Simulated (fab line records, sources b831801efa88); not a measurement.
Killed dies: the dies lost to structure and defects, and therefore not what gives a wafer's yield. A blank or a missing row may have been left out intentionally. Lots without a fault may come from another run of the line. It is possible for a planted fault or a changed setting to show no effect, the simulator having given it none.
2 desks, one fault | flow gf180mcu | each desk has only its own numbers; what lay behind them comes last

== AT THE TOOL OWNER'S DESK: plasma-asher-02 ==
The tool's own readings at GF_V5_STRIP_18 (strips in O2/N2): means of the sampled wafers that have a number, for each lot that ran on this tool. A lot is out of limits, marked OUT, if its mean lies more than 4 standard deviations from the usual mean; the brackets give that distance.
Columns: A = chamber-pressure-mTorr at GF_V5_STRIP_18, usual 1500.2 mTorr; B = drypump-motor-current-A at GF_V5_STRIP_18, usual 5.33 A; C = heater-power-w at GF_V5_STRIP_18, usual 343 W; D = n2-flow-sccm at GF_V5_STRIP_18, usual 300.0 sccm; E = oes-product-au at GF_V5_STRIP_18, usual 0.568 a.u.
lot  | first seen here | A      | B    | C   | D     | E
L254 | day 29 08:37    | 1498.5 | 5.49 | 342 | 300.3 | 0.568
L256 | day 30 01:39    | 1501.8 | 5.48 | 344 | 299.6 | 0.566
L257 | day 30 11:27    | 1498.7 | 5.53 | 346 | 300.3 | 0.565
L258 | day 30 16:18    | 1500.3 | 5.51 | 341 | 299.7 | 0.560
L259 | day 30 18:51    | 1501.3 | 5.49 | 343 | 299.5 | 0.571
L260 | day 31 07:02    | 1501.3 | 5.46 | 345 | 299.9 | 0.566
L261 | day 31 14:53    | 1501.0 | 5.50 | 344 | 300.0 | 0.566
This desk found nothing out of limits on any of the 7 lots.

== METROLOGY DESK ==
What the gauges read for every lot (on any tool): the sampled wafers with a number, averaged. A lot is out of limits, marked OUT, if its mean lies more than 4 standard deviations from the usual mean; the brackets give that distance.
Columns: A = M5_OVL at GF_M5_OVL_MEAS_08, usual 4 nm; B = cd-nm at GF_V5_CD_MEAS_14, usual 260.0 nm; C = TOP_METAL_OVL at GF_TOP_METAL_OVL_MEAS_15, usual -0.9 nm
lot  | first seen here | A  | B     | C
L248 | day 26 09:11    | 5  | 260.0 | 0.0
L249 | day 26 19:03    | -9 | 259.0 | -2.4
L250 | day 27 01:41    | 2  | 260.0 | 1.3
L252 | day 27 19:19    | 10 | 261.2 | -3.3
L253 | day 28 04:55    | 5  | 259.0 | -1.9
L254 | day 28 11:37    | 4  | 257.8 | -1.3
L256 | day 29 05:25    | 5  | 260.1 | -2.4
L257 | day 29 15:13    | 5  | 261.3 | 0.5
L258 | day 29 20:11    | 9  | 259.8 | -0.7
L259 | day 29 23:01    | 4  | 258.7 | -1.4
L260 | day 30 11:37    | 4  | 259.2 | -0.3
L261 | day 30 19:26    | -3 | 260.1 | -2.3
L270 | day 32 20:28    | 6  | 260.2 | -0.4
This desk found nothing out of limits on any of the 13 lots.

== BROUGHT TOGETHER ==
The tool owner's desk saw nothing out of limits.
From the metrology desk's view, nothing was out of limits.

== WHAT THE SIMULATOR PUT IN ==
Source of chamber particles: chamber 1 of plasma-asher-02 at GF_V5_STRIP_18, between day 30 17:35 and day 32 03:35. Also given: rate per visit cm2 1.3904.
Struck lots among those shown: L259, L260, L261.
